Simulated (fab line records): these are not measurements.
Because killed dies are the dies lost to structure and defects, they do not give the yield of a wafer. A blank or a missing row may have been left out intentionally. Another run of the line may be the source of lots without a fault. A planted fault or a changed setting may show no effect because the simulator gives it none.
Problem report in the 8D (eight disciplines) form, filled by code    flow sfq_line    the parts of the form that need people (team, actions taken, sign-off) are left out

1. WHAT WENT WRONG
heater_power_total_W at SFQ_TRILAYER_I7_VIA_LITHO_PEB_190 reads a mean of 79.98 W on 6 wafers of 2 lots; wafers without a fault read 79.15 W with a standard deviation of 0.071. That puts it +12 standard deviations away from the usual mean.
The step: peb time 60 s.
First observed at day 88 07:53: wafer L555.2, on litho_track-02. Wafers with a number at this step in the record: 42, from 14 lots. Rule for "out" (also "out of limits"): further than 4 standard deviations from the usual mean. All remaining wafers that have a number are taken as sound.

2. WHAT THIS IS AND IS NOT
question                     is                                  is not
which readings at this step  heater_power_total_W, plate_temp_C  -
which lots                   L555, L556                          L540, L541, L543, L544, L545, L547, L548, L549, L560, L561, L562, L563
which wafers of those lots   all that have a number              -
read on which tools          litho_track-02                      litho_track-01, litho_track-04
when                         from day 88 07:53                   up to then (24 sound wafers); but 12 sound wafers of L560, L561, L562, L563 came after

3. THE SUSPECTS, EACH WITH WHAT RULES IT OUT
Counting: a tool at any process step up to the reading remains a suspect when it ran all the lots that are out and ran no sound lot after the first of those.
- litho_track-02 at SFQ_TRILAYER_I7_VIA_LITHO_PEB_190 (peb time 60 s): ruled out as a lasting fault. Following L555 (day 88 07:53), the first lot on it that is out, the sound lots L560, L562 were run on it.
Left after counting: nothing in the record.

4. THE CAUSE (what the simulator had put in)
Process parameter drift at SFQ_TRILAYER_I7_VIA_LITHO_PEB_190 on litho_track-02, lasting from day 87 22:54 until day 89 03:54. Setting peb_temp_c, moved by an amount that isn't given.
Counting ruled it out, wrongly.

5. THE EFFECT CHAIN, in route order
Each row: a reading where the mean over the struck wafers with a number is more than 3 standard deviations away from the usual. Scope: only readings with a usual standard deviation given in the record; hours: median across lots of the time from each lot's start at the first step in this table that gives one to its start at this step; sigmas: change in usual standard deviations.
hours  step                               reading               usual     on struck wafers  change  sigmas
0      SFQ_TRILAYER_I7_VIA_LITHO_PEB_190  heater_power_total_W  79.15 W   79.98             +0.83   +12
0      SFQ_TRILAYER_I7_VIA_LITHO_PEB_190  plate_temp_C          115.01 C  115.90            +0.89   +6.8
The process steps in it:
- SFQ_TRILAYER_I7_VIA_LITHO_PEB_190: peb time 60 s.

6. WHAT WOULD HAVE CAUGHT IT SOONER
In this record the first reading out of limits was taken at day 88 07:53, 9 hours after the fault began at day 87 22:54.
